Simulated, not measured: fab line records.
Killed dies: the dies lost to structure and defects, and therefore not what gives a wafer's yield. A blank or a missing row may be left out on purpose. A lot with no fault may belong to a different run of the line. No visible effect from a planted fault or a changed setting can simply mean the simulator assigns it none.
Which of the tools did it? / flow gf180mcu / 33 wafers from 11 lots sampled at 5 of the route's 602 steps

WHAT EACH GAUGE READ, for each wafer
GF_HV_LDD_THK_MEAS_57.
lot=L476; measured=day 12 19:29; on=filmMetro-01; HV_LDD_CVD_56_THK (nm)=87.9 88.3 88.1
lot=L481; measured=day 14 13:38; on=filmMetro-01; HV_LDD_CVD_56_THK (nm)=91.1 90.4 90.3
lot=L482; measured=day 14 21:00; on=filmMetro-04; HV_LDD_CVD_56_THK (nm)=88.7 88.9 89.9
lot=L483; measured=day 15 05:21; on=filmMetro-02; HV_LDD_CVD_56_THK (nm)=90.9 90.4 90.7
lot=L484; measured=day 15 12:12; on=filmMetro-02; HV_LDD_CVD_56_THK (nm)=70.7 70.6 70.6
lot=L488; measured=day 17 00:14; on=filmMetro-02; HV_LDD_CVD_56_THK (nm)=67.4 67.4 67.2
lot=L492; measured=day 18 05:43; on=filmMetro-04; HV_LDD_CVD_56_THK (nm)=90.5 90.4 90.5
lot=L493; measured=day 18 22:11; on=filmMetro-01; HV_LDD_CVD_56_THK (nm)=88.6 88.2 87.7
lot=L495; measured=day 19 11:04; on=filmMetro-04; HV_LDD_CVD_56_THK (nm)=89.5 88.9 89.2
lot=L496; measured=day 19 17:21; on=filmMetro-01; HV_LDD_CVD_56_THK (nm)=89.9 90.0 89.4
lot=L498; measured=day 20 09:52; on=filmMetro-01; HV_LDD_CVD_56_THK (nm)=89.8 89.9 90.3

GF_NSD_TW_MEAS_12.
lot=L476; measured=day 13 15:45; on=filmMetro-03; NSD_TW=4273 4255 4252
lot=L481; measured=day 15 11:06; on=filmMetro-02; NSD_TW=4247 4214 4207
lot=L482; measured=day 15 18:29; on=filmMetro-03; NSD_TW=4279 4304 4305
lot=L483; measured=day 16 03:15; on=filmMetro-04; NSD_TW=4265 4267 4264
lot=L484; measured=day 16 10:49; on=filmMetro-02; NSD_TW=4226 4220 4217
lot=L488; measured=day 18 00:37; on=filmMetro-03; NSD_TW=4302 4305 4278
lot=L492; measured=day 19 06:01; on=filmMetro-02; NSD_TW=4199 4190 4187
lot=L493; measured=day 19 22:30; on=filmMetro-03; NSD_TW=4293 4295 4279
lot=L495; measured=day 20 11:27; on=filmMetro-03; NSD_TW=4279 4286 4266
lot=L496; measured=day 20 17:16; on=filmMetro-03; NSD_TW=4293 4289 4270
lot=L498; measured=day 21 10:33; on=filmMetro-02; NSD_TW=4210 4215 4192

GF_PSD_TW_MEAS_11.
lot=L476; measured=day 14 12:16; on=filmMetro-03; PSD_TW=3209 3184 3213
lot=L481; measured=day 16 09:27; on=filmMetro-02; PSD_TW=3130 3135 3142
lot=L482; measured=day 16 16:02; on=filmMetro-04; PSD_TW=3197 3202 3208
lot=L483; measured=day 17 01:53; on=filmMetro-02; PSD_TW=3145 3141 3157
lot=L484; measured=day 17 08:47; on=filmMetro-02; PSD_TW=3165 3137 3125
lot=L488; measured=day 19 00:35; on=filmMetro-02; PSD_TW=3127 3135 3141
lot=L492; measured=day 20 05:54; on=filmMetro-03; PSD_TW=3202 3196 3214
lot=L493; measured=day 20 23:04; on=filmMetro-03; PSD_TW=3201 3201 3186
lot=L495; measured=day 21 11:31; on=filmMetro-03; PSD_TW=3213 3216 3206
lot=L496; measured=day 21 16:30; on=filmMetro-03; PSD_TW=3212 3204 3193
lot=L498; measured=day 22 10:32; on=filmMetro-03; PSD_TW=3205 3208 3209

TOOL THAT RAN EACH LOT (tool first, then ch and the chambers of the sampled wafers, then the start)
lot=L476; GF_HV_LDD_CVD_56=lpcvd-02 ch 1, day 12 18:03; GF_HV_LDD_ETCHBACK_58=rieDiel-03 ch 1,2,3, day 12 19:32
lot=L481; GF_HV_LDD_CVD_56=lpcvd-01 ch 1, day 14 12:11; GF_HV_LDD_ETCHBACK_58=rieDiel-03 ch 0,2, day 14 13:41
lot=L482; GF_HV_LDD_CVD_56=lpcvd-01 ch 0, day 14 19:34; GF_HV_LDD_ETCHBACK_58=rieDiel-02 ch 2,3, day 14 21:04
lot=L483; GF_HV_LDD_CVD_56=lpcvd-01 ch 0, day 15 03:55; GF_HV_LDD_ETCHBACK_58=rieDiel-02 ch 1,2,3, day 15 05:24
lot=L484; GF_HV_LDD_CVD_56=lpcvd-01 ch 0, day 15 10:45; GF_HV_LDD_ETCHBACK_58=rieDiel-02 ch 0,1,2, day 15 12:14
lot=L488; GF_HV_LDD_CVD_56=lpcvd-01 ch 1, day 16 22:48; GF_HV_LDD_ETCHBACK_58=rieDiel-01 ch 2,3, day 17 00:17
lot=L492; GF_HV_LDD_CVD_56=lpcvd-02 ch 0, day 18 04:17; GF_HV_LDD_ETCHBACK_58=rieDiel-02 ch 0,2,3, day 18 05:46
lot=L493; GF_HV_LDD_CVD_56=lpcvd-02 ch 0, day 18 20:46; GF_HV_LDD_ETCHBACK_58=rieDiel-03 ch 2,3, day 18 22:15
lot=L495; GF_HV_LDD_CVD_56=lpcvd-01 ch 0, day 19 07:51; GF_HV_LDD_ETCHBACK_58=rieDiel-01 ch 1,2,3, day 19 11:07
lot=L496; GF_HV_LDD_CVD_56=lpcvd-02 ch 0, day 19 15:55; GF_HV_LDD_ETCHBACK_58=rieDiel-03 ch 1,3, day 19 17:24
lot=L498; GF_HV_LDD_CVD_56=lpcvd-01 ch 1, day 20 07:44; GF_HV_LDD_ETCHBACK_58=rieDiel-02 ch 0,1,2, day 20 09:56
- GF_HV_LDD_CVD_56: deposits Si3N4 from DCS/NH3, target thk 90 nm, time 1543 s.
- GF_HV_LDD_ETCHBACK_58: etches Si3N4 in CH3F/O2, stops on SiO2, time 100 s, target depth 90 nm.

WHAT THE TOOLS THEMSELVES READ (means of the sampled wafers that have a number; where no wafer has one, the mark that the record gives instead)
GF_HV_LDD_CVD_56.
lot=L476; tool=lpcvd-02; spikeTcBottomC (C)=787.1; spikeTcCentreC (C)=768.7; spikeTcLowerC (C)=771.2; spikeTcTopC (C)=783.0; spikeTcUpperC (C)=769.6; susceptorTempC (C)=769.66; zonePowerLowerPct (%)=14.4; zonePowerTopPct (%)=22.4
lot=L481; tool=lpcvd-01; spikeTcBottomC (C)=792.5; spikeTcCentreC (C)=769.5; spikeTcLowerC (C)=768.3; spikeTcTopC (C)=783.0; spikeTcUpperC (C)=771.2; susceptorTempC (C)=769.80; zonePowerLowerPct (%)=13.3; zonePowerTopPct (%)=26.8
lot=L482; tool=lpcvd-01; spikeTcBottomC (C)=791.9; spikeTcCentreC (C)=771.7; spikeTcLowerC (C)=771.2; spikeTcTopC (C)=779.5; spikeTcUpperC (C)=770.9; susceptorTempC (C)=770.15; zonePowerLowerPct (%)=13.3; zonePowerTopPct (%)=29.4
lot=L483; tool=lpcvd-01; spikeTcBottomC (C)=791.0; spikeTcCentreC (C)=771.0; spikeTcLowerC (C)=771.4; spikeTcTopC (C)=780.2; spikeTcUpperC (C)=770.8; susceptorTempC (C)=770.21; zonePowerLowerPct (%)=13.4; zonePowerTopPct (%)=29.3
lot=L484; tool=lpcvd-01; spikeTcBottomC (C)=776.2; spikeTcCentreC (C)=756.4; spikeTcLowerC (C)=755.7; spikeTcTopC (C)=766.1; spikeTcUpperC (C)=755.3; susceptorTempC (C)=755.24; zonePowerLowerPct (%)=12.8; zonePowerTopPct (%)=28.2
lot=L488; tool=lpcvd-01; spikeTcBottomC (C)=779.3; spikeTcCentreC (C)=755.7; spikeTcLowerC (C)=753.6; spikeTcTopC (C)=770.1; spikeTcUpperC (C)=755.3; susceptorTempC (C)=755.48; zonePowerLowerPct (%)=12.9; zonePowerTopPct (%)=26.3
lot=L492; tool=lpcvd-02; spikeTcBottomC (C)=787.9; spikeTcCentreC (C)=770.5; spikeTcLowerC (C)=770.7; spikeTcTopC (C)=787.1; spikeTcUpperC (C)=769.5; susceptorTempC (C)=770.00; zonePowerLowerPct (%)=13.1; zonePowerTopPct (%)=24.1
lot=L493; tool=lpcvd-02; spikeTcBottomC (C)=789.2; spikeTcCentreC (C)=771.1; spikeTcLowerC (C)=771.1; spikeTcTopC (C)=788.0; spikeTcUpperC (C)=769.0; susceptorTempC (C)=770.17; zonePowerLowerPct (%)=13.1; zonePowerTopPct (%)=24.3
lot=L495; tool=lpcvd-01; spikeTcBottomC (C)=790.9; spikeTcCentreC (C)=772.1; spikeTcLowerC (C)=771.0; spikeTcTopC (C)=780.2; spikeTcUpperC (C)=770.3; susceptorTempC (C)=770.14; zonePowerLowerPct (%)=13.4; zonePowerTopPct (%)=28.9
lot=L496; tool=lpcvd-02; spikeTcBottomC (C)=788.0; spikeTcCentreC (C)=770.2; spikeTcLowerC (C)=770.0; spikeTcTopC (C)=787.5; spikeTcUpperC (C)=769.9; susceptorTempC (C)=769.84; zonePowerLowerPct (%)=13.2; zonePowerTopPct (%)=24.1
lot=L498; tool=lpcvd-01; spikeTcBottomC (C)=793.1; spikeTcCentreC (C)=769.9; spikeTcLowerC (C)=768.5; spikeTcTopC (C)=784.9; spikeTcUpperC (C)=770.9; susceptorTempC (C)=769.94; zonePowerLowerPct (%)=13.4; zonePowerTopPct (%)=27.0

GF_HV_LDD_ETCHBACK_58.
lot=L476; tool=rieDiel-03; drypumpMotorCurrentA (A)=5.3; oesProductAu (a.u.)=0.837; throttleValvePct (%)=10.561
lot=L481; tool=rieDiel-03; drypumpMotorCurrentA (A)=5.3; oesProductAu (a.u.)=0.848; throttleValvePct (%)=10.564
lot=L482; tool=rieDiel-02; drypumpMotorCurrentA (A)=5.9; oesProductAu (a.u.)=0.836; throttleValvePct (%)=10.554
lot=L483; tool=rieDiel-02; drypumpMotorCurrentA (A)=5.7; oesProductAu (a.u.)=0.844; throttleValvePct (%)=10.561
lot=L484; tool=rieDiel-02; drypumpMotorCurrentA (A)=5.9; oesProductAu (a.u.)=0.744; throttleValvePct (%)=10.547
lot=L488; tool=rieDiel-01; drypumpMotorCurrentA (A)=5.5; oesProductAu (a.u.)=0.724; throttleValvePct (%)=10.545
lot=L492; tool=rieDiel-02; drypumpMotorCurrentA (A)=5.9; oesProductAu (a.u.)=0.845; throttleValvePct (%)=10.554
lot=L493; tool=rieDiel-03; drypumpMotorCurrentA (A)=5.3; oesProductAu (a.u.)=0.833; throttleValvePct (%)=10.564
lot=L495; tool=rieDiel-01; drypumpMotorCurrentA (A)=5.6; oesProductAu (a.u.)=0.839; throttleValvePct (%)=10.557
lot=L496; tool=rieDiel-03; drypumpMotorCurrentA (A)=5.2; oesProductAu (a.u.)=0.842; throttleValvePct (%)=10.560
lot=L498; tool=rieDiel-02; drypumpMotorCurrentA (A)=6.0; oesProductAu (a.u.)=0.844; throttleValvePct (%)=10.578

THE ANSWER, worked out from the rows above alone
Rule: the usual values come from the lots themselves. Put in order of their means at a reading, lots are off if they are a third of the lots or fewer, leave a main group of 4 or more, and stand apart from it by a gap of 3 or more times the standard deviation of the main group's means; of several such gaps the widest counts. If all means in a main group match to the digits the tables above print for the reading, that group is not used. Also off: a lot with no number at a reading for which 4 or more lots have one. Where the step has rows for the other lots, those lots are counted as sound. The gauges are gone through in route order, then the tools' own readings, and for those a lot's mean is taken as printed above. The first step at which some lot is off is used, and at that step the reading that is off furthest; a lot without a number counts as furthest.
Off: L484, L488, seen at GF_HV_LDD_THK_MEAS_57 (HV_LDD_CVD_56_THK). Main group: mean 89.6 nm, sd 0.93.
A tool fits if, at a process step before that reading, it ran every lot that is off, and no sound lot after the first of them. Not tried: the gauges at GF_HV_LDD_THK_MEAS_57; whatever is off there is also off at GF_HV_LDD_CVD_56, on other tools, and gauge error can't account for it. No candidate that was tried fits.

WHAT WAS PUT IN BY THE SIMULATOR
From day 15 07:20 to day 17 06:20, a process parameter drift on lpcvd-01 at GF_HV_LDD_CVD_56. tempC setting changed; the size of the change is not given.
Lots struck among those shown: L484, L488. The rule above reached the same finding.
